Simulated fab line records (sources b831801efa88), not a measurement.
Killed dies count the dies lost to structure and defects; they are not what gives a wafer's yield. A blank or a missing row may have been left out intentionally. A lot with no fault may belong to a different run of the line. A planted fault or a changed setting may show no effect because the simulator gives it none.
A lot that was struck, set against a sound lot | flow sky130 | 21 out of 708 route steps
Sound: these wafers, L414.1, L414.4, L414.5. Wafers L421.2, L421.3, L421.6 were the ones struck. Last of all comes the cause.
Each step with rows lists, per side, the tool, then ch with its chambers, then its first start. Under that, the readings that differ: sound wafers | struck wafers | difference of the means | sigmas: that difference in standard deviations of wafers without a fault.
alike: words and numbers the same on both sides, and readings whose means are apart by under 2 such deviations; not compared: readings that were withheld, readings missing a value for some wafer, numbers with overlapping values and no deviation given by the record, and bounds like >300 which may hide the same value.
The two part at a step that has a row with sigmas, a row that says differs or no value, or rows on one side only. Numbers that have no deviation but don't overlap get no sigmas and don't part them. A reading missing from all wafers of one side parts the sides only when that side holds two or more wafers.

first, 3 steps without rows for these wafers: SKY_LDD_P_EXPOSE_04 (exposes mask PSDM, target cd 380 nm); SKY_LDD_P_PEB_05; SKY_LDD_P_DEVELOP_06 (develop time 60 s).
SKY_LDD_P_CD_MEAS_07 targets a cd of 380 nm.
  sound on cd_sem-02, day 18 18:32; struck on cd_sem-02, day 22 22:49
  alike: cd_nm
SKY_LDD_P_OVL_MEAS_08:
  sound on overlay-01, day 18 18:40; struck on overlay-01, day 22 22:55
  alike: LDD_P_OVL
after that, 1 step had no rows for these wafers: SKY_LDD_P_IMPLANT_09.
SKY_LDD_P_STRIP_10: strips in O2/N2.
  sound on plasma_asher-01 ch 0,1, day 18 18:52; struck on plasma_asher-04 ch 1, day 22 23:05
  alike: drypump_motor_current_A, oes_product_au, strip_time_to_endpoint_s
  not compared: rf_hours_counter_h
SKY_LDD_P_TW_MEAS_11:
  sound on film_metro-02, day 18 18:58; struck on film_metro-04, day 22 23:12
  alike: LDD_P_TW
then, 4 steps without rows for these wafers: SKY_LDD_HVN_DEHYDRATE_00 (time 60 s); SKY_LDD_HVN_HMDS_01 (prime time 60 s); SKY_LDD_HVN_COAT_02 (resist thk 300 nm); SKY_LDD_HVN_SOFTBAKE_03 (time 60 s).
SKY_LDD_HVN_EXPOSE_04: exposes mask HVNTM, target cd 700 nm.
  sound on iline_stepper-02 ch 0, day 19 10:31; struck on iline_stepper-02 ch 0, day 23 14:14
  reading | sound                   | struck               | difference | sigmas
  mask    | HVNTM#0 HVNTM#0 HVNTM#0 | PSDM#0 PSDM#0 PSDM#0 | differs    |
then, 2 steps without rows for these wafers: SKY_LDD_HVN_PEB_05; SKY_LDD_HVN_DEVELOP_06 (develop time 60 s).
SKY_LDD_HVN_OVL_MEAS_07:
  sound on overlay-01, day 20 01:50; struck on overlay-02, day 24 05:17
  reading          | sound       | struck | difference                    | sigmas
  LDD_HVN_OVL (nm) | 2.4 4.9 1.3 | - - -  | no value on the struck wafers |
after that, 1 step had no rows for these wafers: SKY_LDD_HVN_IMPLANT_08.
SKY_LDD_HVN_STRIP_09: strips in O2/N2.
  sound on plasma_asher-03 ch 0,1, day 20 02:01; struck on plasma_asher-03 ch 0,1, day 24 05:28
  alike: drypump_motor_current_A, oes_product_au, strip_time_to_endpoint_s
  not compared: rf_hours_counter_h
SKY_LDD_HVN_TW_MEAS_10:
  sound on film_metro-02, day 20 02:07; struck on film_metro-02, day 24 05:35
  reading    | sound          | struck   | difference | sigmas
  LDD_HVN_TW | 1428 1428 1437 | 30 30 30 | -1401      | -99 or more
then, 1 step without rows for these wafers: SKY_LDD_HVP_DEHYDRATE_00 (time 60 s).
-- the record jumps here: 24 days lie between the struck wafers' starts before and after (it left off in module LDD_HVP and takes up again in module PAD_OPEN, whose first step shown is number 708 of the route) --
SKY_PAD_OPEN_PROBE_99:
  sound on prober-01, day 45 15:59; struck on prober-01, day 48 09:46
  reading                                | sound             | struck            | difference | sigmas
  killed_at_front_end                    | 11 29 18          | 425 417 390       | +391       | +87
  killed_dies                            | 86 93 79          | 492 492 492       | +406       | +47
  killed_on_rim                          | 14 17 14          | 96 96 96          | +81        | +21
  model.etest.pfet_01v8.r_on_ohm_um      | 2748 2834 2920    | 5710 5795 5703    | +2902      |
  model.etest.pfet_g5v0d10v5.r_on_ohm_um | 4575 4563 4674    | 6040 5996 5969    | +1398      |
  model.etest.nfet_g5v0d10v5.r_on_ohm_um | 1819 1808 1840    | 2130 2117 2134    | +305       |
  model.etest.pfet_01v8.drive_ua_um      | 205.6 199.2 193.9 | 64.44 63.96 65.13 | -135.06    |
  model.etest.pfet_01v8_lvt.drive_ua_um  | 179.3 179.3 173.4 | 73.88 74.79 74.8  | -102.84    |
  model.etest.pfet_g5v0d10v5.drive_ua_um | 358.1 358.7 352.5 | 263.5 262.3 264.1 | -93.1      |
  model.etest.pfet_01v8_hvt.drive_ua_um  | 151 148.6 143.7   | 51.46 51.04 51.55 | -96.42     |
  alike: killed_at_M0_to_M3, killed_at_M4_up, killed_at_contacts, killed_at_other, killed_open, killed_short
  not compared: model.etest.pfet_16v.r_on_ohm_um

WHERE THEY PART
Earliest at SKY_LDD_HVN_EXPOSE_04; latest, in this record, at SKY_PAD_OPEN_PROBE_99.

WHY: what the simulator had put in
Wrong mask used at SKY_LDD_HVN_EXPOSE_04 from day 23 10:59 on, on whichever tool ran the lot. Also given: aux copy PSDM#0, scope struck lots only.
